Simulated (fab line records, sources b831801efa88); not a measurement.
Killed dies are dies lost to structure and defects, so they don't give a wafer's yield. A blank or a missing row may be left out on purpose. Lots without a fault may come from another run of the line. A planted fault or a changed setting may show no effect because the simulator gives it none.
Chamber matching | flow gf180mcu | GF_SAB_ETCH_11 on rie_diel-03: 4 sister chambers
The step etches SiO2 in C4F8/O2/Ar, target depth 55 nm, time 8.5 s. 8 wafers are shown with their chamber, then 7 later ones without.

WAFERS WITH THEIR CHAMBER
wafer  | chamber | oes_product_au (a.u.)
L546.2 | 3       | 1.002
L551.4 | 0       | 1.005
L551.5 | 0       | 1.009
L552.1 | 1       | 0.996
L552.2 | 3       | 1.004
L552.5 | 2       | 0.973
L553.3 | 1       | 0.996
L553.4 | 2       | 0.995

WAFERS WITHOUT THEIR CHAMBER
wafer  | oes_product_au (a.u.)
L553.5 | 1.011
L566.3 | 0.995
L566.4 | 1.002
L566.6 | 1.002
L567.2 | 1.008
L567.3 | 1.009
L567.4 | 0.996

WHICH CHAMBER EACH WENT THROUGH
wafer  | from the rows above               | in truth
L553.5 | can't be placed: 0 or 3 or 1      | 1
L566.3 | can't be placed: 1 or 3 or 2 or 0 | 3
L566.4 | can't be placed: 3 or 0 or 1      | 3
L566.6 | can't be placed: 3 or 0 or 1      | 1
L567.2 | can't be placed: 0 or 3 or 1      | 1
L567.3 | can't be placed: 0 or 3 or 1      | 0
L567.4 | can't be placed: 1 or 3 or 0 or 2 | 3
Placed correctly: 0 of 7. Can't be placed from these rows: 7 (the true chamber is among the candidates in 7). Placed wrongly: 0.
How it was worked out, from the rows above alone: a wafer's distance from a chamber is the root of the sum, over the readings, of the square of ((its reading less the chamber's mean) divided by the reading's scatter). The wafer belongs to the nearest chamber; if the next one is less than 2 further off, it can't be placed. A chamber's mean is the mean of its shown wafers. The scatter: the root of (the sum of the squares of (reading less its chamber's mean) over the shown wafers, divided by (wafers less chambers)).
